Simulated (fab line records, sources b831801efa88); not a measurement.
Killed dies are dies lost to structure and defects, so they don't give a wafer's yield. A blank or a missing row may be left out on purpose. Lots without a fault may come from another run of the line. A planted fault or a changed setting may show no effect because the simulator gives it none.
Which tool did it? | flow gf180mcu | 13 lots, 39 wafers sampled, at 4 steps of a route of 602

WHAT THE GAUGES READ, wafer by wafer
GF_POLY_GATE_CD_MEAS_10: target cd 280 nm. Usual: cd_nm 280.0 nm, standard deviation 1.3.
lot  | measured     | on        | cd_nm (nm)                          | flag
L999 | day 10 10:46 | cd_sem-02 | 279.0 279.5 278.5                   |
L100 | day 10 13:20 | cd_sem-01 | 281.4 281.9 282.1                   |
L101 | day 11 01:11 | cd_sem-02 | 278.5 278.9 277.6                   |
L102 | day 11 08:29 | cd_sem-02 | 279.4 278.7 278.4                   |
L104 | day 11 18:07 | cd_sem-02 | 282.3 281.4 283.1                   |
L106 | day 12 16:59 | cd_sem-01 | 280.5 280.2 280.3                   |
L107 | day 13 00:04 | cd_sem-02 | 277.8 279.3 278.5                   |
L111 | day 14 03:14 | cd_sem-01 | 281.0 278.7 280.3                   |
L112 | day 14 06:31 | cd_sem-02 | 278.0 277.4 279.0                   |
L113 | day 14 16:12 | cd_sem-01 | 322.0 322.5 322.7 322.1 322.3 322.9 | OFF
L115 | day 15 03:01 | cd_sem-01 | 279.3 280.2 279.4                   |
L117 | day 15 17:46 | cd_sem-01 | 281.3 281.1 279.7                   |
L118 | day 16 00:14 | cd_sem-01 | 278.6 279.7 279.8                   |

GF_HV_LDD_TW_MEAS_38. Usual: HV_LDD_3_TW 1436, standard deviation 10.
lot  | measured     | on            | HV_LDD_3_TW    | flag
L999 | day 12 22:29 | film_metro-02 | 1437 1442 1436 |
L100 | day 13 01:31 | film_metro-01 | 1432 1426 1427 |
L101 | day 13 13:59 | film_metro-02 | 1446 1446 1433 |
L102 | day 13 22:41 | film_metro-01 | 1430 1431 1431 |
L104 | day 14 10:11 | film_metro-03 | 1440 1440 1444 |
L106 | day 15 08:56 | film_metro-03 | 1456 1456 1461 |
L107 | day 15 18:00 | film_metro-02 | 1431 1430 1431 |
L111 | day 16 23:44 | film_metro-03 | 1458 1460 1456 |
L112 | day 17 04:19 | film_metro-01 | 1425 1421 1428 |
L113 | day 17 11:31 | film_metro-02 | 1433 1432 1444 |
L115 | day 18 00:41 | film_metro-01 | 1427 1423 1426 |
L117 | day 18 16:41 | film_metro-01 | 1429 1425 1431 |
L118 | day 19 04:34 | film_metro-03 | 1452 1448 1456 |

GF_CONTACT_OVL_MEAS_15. Usual: CONTACT_OVL 0 nm, standard deviation 5.7.
lot  | measured     | on         | CONTACT_OVL (nm) | flag
L999 | day 17 13:48 | overlay-02 | 4 3 4            |
L100 | day 17 17:28 | overlay-02 | -1 2 2           |
L101 | day 18 08:46 | overlay-02 | 5 8 9            |
L102 | day 18 16:51 | overlay-02 | -4 -11 -7        |
L104 | day 19 08:28 | overlay-01 | 2 -2 -6          |
L106 | day 20 10:32 | overlay-01 | 4 4 8            |
L107 | day 20 20:26 | overlay-02 | -4 -9 0          |
L111 | day 22 05:31 | overlay-02 | -4 -7 -9         |
L112 | day 22 09:08 | overlay-01 | -6 -4 2          |
L113 | day 22 18:26 | overlay-02 | 5 5 8            |
L115 | day 23 06:25 | overlay-02 | -3 -3 -3         |
L117 | day 23 21:29 | overlay-02 | 4 8 5            |
L118 | day 24 07:41 | overlay-01 | 0 -1 -1          |

WHICH TOOL RAN EACH LOT (tool, then ch and the chambers of the sampled wafers, then the start)
lot  | GF_POLY_GATE_EXPOSE_07
L999 | krf_scanner-02 ch 0, day 10 02:27
L100 | krf_scanner-02 ch 0, day 10 04:46
L101 | krf_scanner-02 ch 0, day 10 16:19
L102 | krf_scanner-01 ch 0, day 10 23:29
L104 | krf_scanner-02 ch 0, day 11 08:40
L106 | krf_scanner-02 ch 0, day 12 07:35
L107 | krf_scanner-01 ch 0, day 12 14:18
L111 | krf_scanner-02 ch 0, day 13 17:20
L112 | krf_scanner-02 ch 0, day 13 20:58
L113 | krf_scanner-02 ch 0, day 14 05:48
L115 | krf_scanner-02 ch 0, day 14 16:43
L117 | krf_scanner-01 ch 0, day 15 07:43
L118 | krf_scanner-02 ch 0, day 15 13:43
- GF_POLY_GATE_EXPOSE_07: exposes mask Poly2, target cd 280 nm.

WHAT THE TOOLS THEMSELVES READ (means of the sampled wafers that have a number; where no wafer has one, the mark that the record gives instead)
GF_POLY_GATE_EXPOSE_07. Usual: focus_offset_nm 0.0 nm, standard deviation 0.5.
lot  | tool           | focus_offset_nm (nm) | flag
L999 | krf_scanner-02 | 0.4                  |
L100 | krf_scanner-02 | -0.1                 |
L101 | krf_scanner-02 | -0.0                 |
L102 | krf_scanner-01 | -0.1                 |
L104 | krf_scanner-02 | 0.1                  |
L106 | krf_scanner-02 | -0.5                 |
L107 | krf_scanner-01 | -0.8                 |
L111 | krf_scanner-02 | -0.2                 |
L112 | krf_scanner-02 | -0.8                 |
L113 | krf_scanner-02 | 0.0                  |
L115 | krf_scanner-02 | -0.4                 |
L117 | krf_scanner-01 | 0.5                  |
L118 | krf_scanner-02 | -0.3                 |

THE ANSWER, worked out from the rows above alone
Rule: a lot is off if the mean of its wafers that have a number lies more than 3 standard deviations from the usual mean. A lot without any number at a reading at which 4 lots or more have one is off too. The other lots that the step has rows for count as sound. The gauges are gone through in route order, then the tools' own readings, and for those a lot's mean is taken as printed above. The first step at which some lot is off is used, and at that step the reading that is off furthest; a lot without a number counts as furthest.
Off: L113, at GF_POLY_GATE_CD_MEAS_10 (cd_nm).
A tool fits if, at a process step before that reading, it ran every lot that is off, and no sound lot after the first of them. The gauges at GF_POLY_GATE_CD_MEAS_10 are tried like those tools. None of those tried fits.

WHAT THE SIMULATOR HAD PUT IN
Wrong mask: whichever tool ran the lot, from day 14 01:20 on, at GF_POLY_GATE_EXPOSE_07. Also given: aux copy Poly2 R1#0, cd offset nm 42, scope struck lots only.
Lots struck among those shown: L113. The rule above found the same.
